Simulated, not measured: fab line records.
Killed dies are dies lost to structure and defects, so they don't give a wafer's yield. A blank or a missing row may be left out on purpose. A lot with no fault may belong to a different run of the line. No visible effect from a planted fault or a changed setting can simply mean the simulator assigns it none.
Comparing a struck lot with a sound one	flow sfqLine	13 out of 325 route steps
Sound: the wafers L941.1, L941.4, L941.5. Struck: wafers L938.1, L938.3 (left out: L938.2, a lot-mate that was not struck); the cause follows at the end.
Each step with rows lists, per side, the tool, then ch with its chambers, then its first start. Under that, the readings that differ: sound wafers	struck wafers	difference of the means	sigmas: that difference in standard deviations of wafers without a fault.
alike: a reading whose means differ by less than 2 such deviations, as well as words and numbers matching on both sides. not compared: withheld readings; readings where some wafer has no value; bounds like >300 that might hide an equal value; numbers whose values overlap and for which the record gives no deviation.
The two part at a step that has a row with sigmas, a row that says differs or no value, or rows on one side only. Non-overlapping numbers with no deviation appear without sigmas and do not part them. A reading missing from all wafers of one side parts the sides only when that side holds two or more wafers.

first, 1 step without rows for these wafers: SFQ_TRILAYER_M2_DEP_PRE_CLEAN_056 (time 22.5 s).
SFQ_TRILAYER_M2_DEP_SPUTTER_055: material Nb, target thk 200 nm, time 133.3 s.
  sound on pvdSputter-03, day 31 16:02; struck on pvdSputter-06, day 30 13:38
  alike: throttleValvePct
SFQ_M2_RS_MEAS_914: a four-point-probe measurement.
  sound on filmMetro-04, day 31 16:08; struck on filmMetro-01, day 30 13:44
  alike: M2_NB_RS
then, 6 steps without rows for these wafers: SFQ_TRILAYER_M2_LITHO_COAT_062 (resist thk 62 nm); SFQ_TRILAYER_M2_LITHO_COAT_057 (resist thk 600 nm); SFQ_TRILAYER_M2_LITHO_SOFTBAKE_061; SFQ_TRILAYER_M2_LITHO_EXPOSE_058 (exposes mask M2, target cd 500 nm); SFQ_TRILAYER_M2_LITHO_PEB_060 (peb time 60 s); SFQ_TRILAYER_M2_LITHO_DEVELOP_059 (time 60 s).
-- the record jumps here: 7 days lie between the struck wafers' starts before and after --
SFQ_M2_OVL_MEAS_916:
  sound on overlay-02, day 38 05:15; struck on overlay-01, day 37 02:10
  alike: M2_OVL
SFQ_TRILAYER_M2_BARC_OPEN_METAL_ETCH_077: etches BARC in O2, target depth 125 nm, time 41.7 s.
  sound on rieMetal-02 ch 0,1, day 38 05:17; struck on rieMetal-04 ch 0, day 37 02:13
  alike: drypumpMotorCurrentA, oesProductAu
  not compared: rfHoursCounterH
SFQ_TRILAYER_M2_ETCH_METAL_ETCH_060: etches Nb in Cl2/Ar, stops on SiO2, target depth 240 nm, time 120 s.
  sound on rieMetal-02 ch 0,1, day 38 05:21; struck on rieMetal-04 ch 0, day 37 02:16
reading	sound	struck	difference	sigmas
model.KrF_of_TRILAYER_M2_LITHO_COAT_057.thkNm (nm)	382.9 379.7 380.4	340 337.2	-42	
model.SiO2_of_TRILAYER_I1_DEP_PECVD_045.thkNm (nm)	192.9 194.3 193.1	184.3 183.3	-9.6	
model.M2.featureDepthNm (nm)	198.4 198.6 200.7	208.4 207.4	+8.7	
  alike: drypumpMotorCurrentA, oesProductAu
  not compared: rfHoursCounterH
SFQ_TRILAYER_M2_STRIP_STRIP_061: strips in O2.
  sound on rieMetal-02 ch 0,1, day 38 05:29; struck on rieMetal-04 ch 0, day 37 02:24
  alike: drypumpMotorCurrentA, oesProductAu
  not compared: rfHoursCounterH

WHERE THEY PART
Nowhere in this record.

WHY: whatever the simulator had introduced
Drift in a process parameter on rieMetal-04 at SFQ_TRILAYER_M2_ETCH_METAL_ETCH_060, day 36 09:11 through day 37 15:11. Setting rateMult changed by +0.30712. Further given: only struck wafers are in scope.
